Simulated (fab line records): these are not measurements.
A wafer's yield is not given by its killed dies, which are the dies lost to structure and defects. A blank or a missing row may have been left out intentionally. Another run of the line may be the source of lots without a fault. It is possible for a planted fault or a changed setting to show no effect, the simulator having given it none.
A struck lot beside a sound one    flow gf180mcu    14 steps out of a route of 602
Sound: these wafers, L802.2, L802.4, L802.5. The struck wafers were L808.3, L808.4, L808.5. Last of all comes the cause.
Order at every step that has rows: each side's tool, ch and its chambers, its first start. Under that, the readings that differ: sound wafers    struck wafers    difference of the means    sigmas: that difference in standard deviations of wafers without a fault.
alike: a reading whose means differ by less than 2 such deviations, as well as words and numbers matching on both sides. not compared: withheld readings; readings where some wafer has no value; bounds like >300 that might hide an equal value; numbers whose values overlap and for which the record gives no deviation.
Wherever a step has rows on one side only, a row that says differs or no value, or a row with sigmas, the two part there. Numbers that have no deviation but don't overlap get no sigmas and don't part them. A reading that every wafer of one side lacks parts them only if that side has two wafers or more.

first, 1 step without rows for these wafers: GF_HV_LDD_DEVELOP_06 (develop time 60 s).
GF_HV_LDD_CD_MEAS_07: target cd 400 nm.
  sound on cd_sem-02, day 12 20:11; struck on cd_sem-01, day 14 11:13
  alike: cd_nm
GF_HV_LDD_OVL_MEAS_08:
  sound on overlay-02, day 12 20:17; struck on overlay-01, day 14 11:18
  alike: HV_LDD_OVL
following that, these wafers have no rows for 1 step: GF_HV_LDD_IMPLANT_09.
GF_HV_LDD_STRIP_10: strips in O2/N2.
  sound on plasma_asher-03 ch 0,1, day 12 20:28; struck on plasma_asher-03 ch 0,1, day 14 11:30
  alike: drypump_motor_current_A, heater_power_w, oes_product_au, strip_time_to_endpoint_s
  not compared: rf_hours_counter_h
GF_HV_LDD_TW_MEAS_11:
  sound on film_metro-04, day 12 20:35; struck on film_metro-01, day 14 11:35
  alike: HV_LDD_TW
then, 6 steps without rows for these wafers: GF_HV_LDD_DEHYDRATE_12 (time 60 s); GF_HV_LDD_HMDS_13 (prime time 60 s); GF_HV_LDD_COAT_14 (resist thk 1000 nm); GF_HV_LDD_SOFTBAKE_15 (time 60 s); GF_HV_LDD_EXPOSE_16 (exposes mask Pplus LV AREA, target cd 400 nm); GF_HV_LDD_PEB_17.
GF_HV_LDD_DEVELOP_18: develop time 60 s.
  sound on litho_track-03 ch 0, day 13 16:03; struck on litho_track-01, day 15 08:43
  no value came back on the struck wafers for chill_plate_temp_C (C), develop_time_s (s); on the sound wafers chill_plate_temp_C (C) reads 22.82 22.83 22.97
GF_HV_LDD_CD_MEAS_19: target cd 400 nm.
  sound on cd_sem-02, day 13 16:11; struck on cd_sem-02, day 15 08:52
reading     sound              struck  difference                     sigmas
cd_nm (nm)  399.0 401.4 404.6  - - -   no value on the struck wafers  

WHERE THEY PART
Last at GF_HV_LDD_CD_MEAS_19 as far as this record goes, first at GF_HV_LDD_DEVELOP_18.

WHY: what had been put in by the simulator
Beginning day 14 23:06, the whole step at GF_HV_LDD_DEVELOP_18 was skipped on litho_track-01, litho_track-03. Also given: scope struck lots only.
